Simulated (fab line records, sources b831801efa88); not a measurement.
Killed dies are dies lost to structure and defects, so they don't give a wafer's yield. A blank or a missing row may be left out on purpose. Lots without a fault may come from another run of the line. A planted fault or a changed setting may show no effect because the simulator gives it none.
Problem report in the 8D (eight disciplines) form, filled by code | flow gf180mcu | the parts of the form that need people (team, actions taken, sign-off) are left out

1. THE PROBLEM
LVPWELL_RS at GF_VT_IMPLANT_RS_MEAS_48 reads a mean of 1096 ohm/sq on 6 wafers of 2 lots; wafers without a fault read 1197 ohm/sq with a standard deviation of 3.3. That is -31 standard deviations from the usual mean.
The step: measures by four-point-probe.
First seen on wafer L255.2, day 10 07:57, on film_metro-04. The record holds 39 wafers of 13 lots with a number at this step. Rule for "out", or "out of limits": more than 4 standard deviations from the usual mean. The other wafers with a number count as sound.

2. WHAT IT IS AND WHAT IT IS NOT
question                    | is                           | is not
which readings at this step | LVPWELL_RS                   | -
which lots                  | L255, L256                   | L246, L247, L248, L249, L250, L253, L254, L259, L262, L264, L265
which wafers of those lots  | all that have a number       | -
read on which gauges        | film_metro-03, film_metro-04 | film_metro-02
when                        | from day 10 07:57            | up to then (21 sound wafers); but 12 sound wafers of L259, L262, L264, L265 came after

3. SUSPECTS, AND WHAT RULES EACH OUT
Counting: a tool at a process step up to the reading stays a suspect if it ran every lot that is out and no sound lot after the first of them.
- the gauge at GF_VT_IMPLANT_RS_MEAS_48: ruled out. The wafers that are out were read on 2 gauges (film_metro-03, film_metro-04).
- implanter-03 at GF_LVPWELL_IMPLANT_09: kept. It ran every lot that is out, first L255 (day 6 04:33), and no sound lot after that; its last sound lot up to then is L254 (day 6 00:03). Its own readings are out on those wafers: dose_ions_cm2, faraday_current_uA.
Left after counting: implanter-03 at GF_LVPWELL_IMPLANT_09.

4. THE CAUSE (what the simulator had put in)
Process parameter drift: implanter-03, from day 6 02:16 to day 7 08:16, at GF_LVPWELL_IMPLANT_09. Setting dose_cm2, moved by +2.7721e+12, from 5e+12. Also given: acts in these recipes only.
Counting left only this tool.

5. THE CHAIN OF EFFECTS, in route order
Each row: a reading whose mean over the struck wafers that have a number lies more than 3 standard deviations from the usual. Only readings for which the record gives a usual standard deviation are gone through. hours: the time from each lot's start at the first step in this table that gives one to its start at this step, as a median over the lots. sigmas: the change in usual standard deviations.
hours | step                     | reading            | usual       | on struck wafers | change     | sigmas
0     | GF_LVPWELL_IMPLANT_09    | dose_ions_cm2      | 4.999e+12   | 7.775e+12        | +2.776e+12 | +99 or more
0     | GF_LVPWELL_IMPLANT_09    | faraday_current_uA | 28.2        | 43.7             | +15.5      | +25
100   | GF_VT_IMPLANT_RS_MEAS_48 | LVPWELL_RS         | 1197 ohm/sq | 1096             | -101       | -31
The process steps in it:
- GF_LVPWELL_IMPLANT_09

6. WHAT WOULD HAVE CAUGHT IT SOONER
In this record the first reading out of limits at a measuring or inspecting step was taken at day 10 07:57, 102 hours after the fault began at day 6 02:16.
The tool's own readings at GF_LVPWELL_IMPLANT_09 were out on every struck wafer that the step has a row for (dose_ions_cm2, faraday_current_uA): an alarm limit on them would have fired on the first of those.
All the lots that are out (2) had begun GF_LVPWELL_IMPLANT_09 on implanter-03 by day 10 07:57. A hold on the tool at that time would have spared none of them.
